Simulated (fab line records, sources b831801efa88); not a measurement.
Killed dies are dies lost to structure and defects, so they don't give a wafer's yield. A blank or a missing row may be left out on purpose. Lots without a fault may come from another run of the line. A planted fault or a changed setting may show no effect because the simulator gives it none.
A struck lot beside a sound one | flow sky130 | 37 steps out of a route of 708
Sound: wafers L181.1, L181.5, L181.6. Struck: wafer L193.3. (L193.4 of the same lot was not struck and is left out.) The cause comes at the end.
At each step with rows: each side's tool, then ch and its chambers, then its first start. Under that, the readings that differ: sound wafers | struck wafers | difference of the means | sigmas: that difference in standard deviations of wafers without a fault.
alike: readings whose means differ by less than 2 such deviations, and words and numbers that are the same on both sides. not compared: withheld readings, readings that some wafer has no value for, bounds like >300 that may hide the same value, and numbers for which the record gives no deviation and whose values overlap.
The two part at a step that has a row with sigmas, a row that says differs or no value, or rows on one side only. Numbers that don't overlap but have no deviation are shown without sigmas and don't part them. A reading that every wafer of one side lacks parts them only if that side has two wafers or more.

first, 10 steps without rows for these wafers: SKY_VIA3_CLEAN_18 (cleans in IPA, time 180 s); SKY_VIA3_CLEAN_19 (cleans in O3/DIW); SKY_VIA3_SPUTTER_20 (material TiN, target thk 20 nm, time 80 s); SKY_VIA3_CVD_21 (deposits W, target thk 390 nm, time 117.31 s); SKY_VIA3_CMP_24 (polishes, stops on SiO2, t overpolish 20 s, target thk 0 nm); SKY_METAL4_SPUTTER_00 (material Ti, target thk 15 nm, time 10 s); SKY_METAL4_SPUTTER_01 (material TiN, target thk 20 nm, time 16.7 s); SKY_METAL4_SPUTTER_02 (material AlCu, target thk 735 nm, time 39.1 s); SKY_METAL4_SPUTTER_03 (material Ti, target thk 5 nm, time 3.3 s); SKY_METAL4_SPUTTER_04 (material TiN, target thk 70 nm, time 58.3 s).
SKY_CAP2M_CVD_00: deposits SiO2, target thk 15.5 nm.
  sound on pecvd-02 ch 0,1,2, day 40 21:53; struck on pecvd-04 ch 1, day 44 06:43
  reading                                | sound             | struck | difference | sigmas
  model.SiO2_of_CAP2M_CVD_00.thk_nm (nm) | 15.37 15.57 15.54 | 13.65  | -1.84      |
  alike: heater_power_w, susceptor_temp_C
SKY_CAP2M_THK_MEAS_01:
  sound on film_metro-01, day 40 21:54; struck on film_metro-02, day 44 06:45
  reading               | sound             | struck | difference | sigmas
  CAP2M_CVD_00_THK (nm) | 15.37 15.55 15.48 | 13.59  | -1.88      | -10
then, 23 steps without rows for these wafers: SKY_CAP2M_SPUTTER_02 (material TiN, target thk 200 nm, time 166.7 s); SKY_CAP2M_DEHYDRATE_05 (time 60 s); SKY_CAP2M_HMDS_06 (prime time 60 s); SKY_CAP2M_COAT_07 (resist thk 1140 nm); SKY_CAP2M_SOFTBAKE_08 (time 60 s); SKY_CAP2M_EXPOSE_09 (exposes mask CAP2M, target cd 1000 nm); SKY_CAP2M_PEB_10; SKY_CAP2M_DEVELOP_11 (develop time 60 s); SKY_CAP2M_METAL_ETCH_13 (etches TiN in Cl2/BCl3, stops on SiO2, target depth 220 nm, time 62.9 s); SKY_CAP2M_STRIP_14 (strips in O2/N2); SKY_CAP2M_STRIP_15 (strips in post etch residue remover, time 1200 s); SKY_CAP2M_CLEAN_16 (cleans in IPA, time 180 s); SKY_CAP2M_CLEAN_17 (cleans in O3/DIW); SKY_METAL4_DEHYDRATE_05 (time 60 s); SKY_METAL4_HMDS_06 (prime time 60 s); SKY_METAL4_COAT_07 (resist thk 60 nm); SKY_METAL4_COAT_08 (resist thk 1140 nm); SKY_METAL4_SOFTBAKE_09 (time 90 s); SKY_METAL4_EXPOSE_10 (exposes mask MM4, target cd 300 nm); SKY_METAL4_PEB_11; SKY_METAL4_DEVELOP_12 (develop time 60 s); SKY_METAL4_DESCUM_15 (chemistry O2, time 8 s); SKY_METAL4_ETCH_16 (etches BARC in N2/H2, stops on SiO2, time 88.2 s, target depth 60 nm).
SKY_METAL4_ETCH_17: etches SiO2 in C4F8/O2/Ar, stops on TiN, time 3.9 s, target depth 15 nm.
  sound on rie_diel-02 ch 1,2,3, day 42 21:29; struck on rie_diel-04 ch 1, day 46 02:34
  reading               | sound             | struck | difference | sigmas
  oes_product_au (a.u.) | 0.758 0.753 0.752 | 0.710  | -0.044     | -8
  not compared: rf_hours_counter_h
-- the record jumps here: 3 days lie between the struck wafers' starts before and after (it left off in module METAL4 and takes up again in module PAD_OPEN, whose first step shown is number 708 of the route) --
SKY_PAD_OPEN_PROBE_99:
  sound on prober-01, day 46 18:25; struck on prober-01, day 49 14:04
  reading                               | sound              | struck | difference | sigmas
  killed_at_front_end                   | 12 13 16           | 24     | +10        | +2
  model.etest.cap_mim2.bv_v (V)         | 13.84 14.44 14.01  | 12.05  | -2.05      |
  model.etest.cap_mim2.leak_log10_a_cm2 | -8.98 -9.02 -9.074 | -8.356 | +0.669     |
  model.etest.cap_mim2.c_ff_um2         | 2.365 2.322 2.337  | 2.661  | +0.320     |
  alike: defect_limited_yield, killed_at_M0_to_M3, killed_at_M4_up, killed_at_contacts, killed_at_other, killed_dies, killed_on_rim, killed_open, killed_short, sort_bin_3_pad_short, sort_bin_5_function, sort_bin_6_memory, sort_n_pass, sort_yield_pct

WHERE THEY PART
First at SKY_CAP2M_THK_MEAS_01; last, within this record, at SKY_PAD_OPEN_PROBE_99.

WHY: what the simulator had put in
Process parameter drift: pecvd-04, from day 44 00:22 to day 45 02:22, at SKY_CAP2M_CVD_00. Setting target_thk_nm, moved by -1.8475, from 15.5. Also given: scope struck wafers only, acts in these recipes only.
